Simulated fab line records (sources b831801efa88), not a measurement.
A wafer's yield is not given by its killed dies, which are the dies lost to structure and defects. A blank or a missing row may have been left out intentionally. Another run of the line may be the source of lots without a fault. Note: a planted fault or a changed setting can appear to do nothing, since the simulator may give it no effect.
Matching of chambers	flow sky130	4 sister chambers for SKY_VIA4_CMP_02 on cmp-02
The step polishes SiO2. 8 wafers are shown with their chamber, then 12 later ones without.

== WAFERS, EACH WITH ITS CHAMBER ==
wafer	chamber	motor_current_A (A)
L086.5	1	11.8
L089.5	3	12.7
L090.3	1	11.2
L090.4	2	11.7
L090.6	2	11.6
L091.1	0	13.5
L091.4	3	12.8
L091.5	0	13.1

== WAFERS WITHOUT THEIR CHAMBER ==
wafer	motor_current_A (A)
L094.1	12.3
L094.3	13.9
L094.5	13.1
L094.2	11.7
L094.4	12.7
L094.6	11.4
L096.1	13.5
L096.5	12.0
L096.6	11.6
L097.3	12.9
L097.4	11.2
L097.5	11.4

== THE CHAMBER EACH PASSED THROUGH ==
wafer	from the rows above	in truth
L094.1	can't be placed: 3 or 2 or 1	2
L094.3	0	0
L094.5	can't be placed: 0 or 3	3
L094.2	can't be placed: 2 or 1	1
L094.4	3	3
L094.6	can't be placed: 1 or 2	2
L096.1	0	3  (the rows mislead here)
L096.5	can't be placed: 2 or 1 or 3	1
L096.6	can't be placed: 2 or 1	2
L097.3	can't be placed: 3 or 0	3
L097.4	can't be placed: 1 or 2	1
L097.5	can't be placed: 1 or 2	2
Correctly placed: 2 of 12. Can't be placed from these rows: 9 (the true chamber is among the candidates in 9). Placed wrongly: 1.
How it was worked out, from the rows above alone: a wafer's distance from a chamber is the root of the sum, over the readings, of the square of ((its reading less the chamber's mean) divided by the reading's scatter). The wafer belongs to the nearest chamber; if the next one is less than 2 further off, it can't be placed. For every chamber, the mean is computed from those of its wafers that are shown. The scatter: the root of (the sum of the squares of (reading less its chamber's mean) over the shown wafers, divided by (wafers less chambers)).
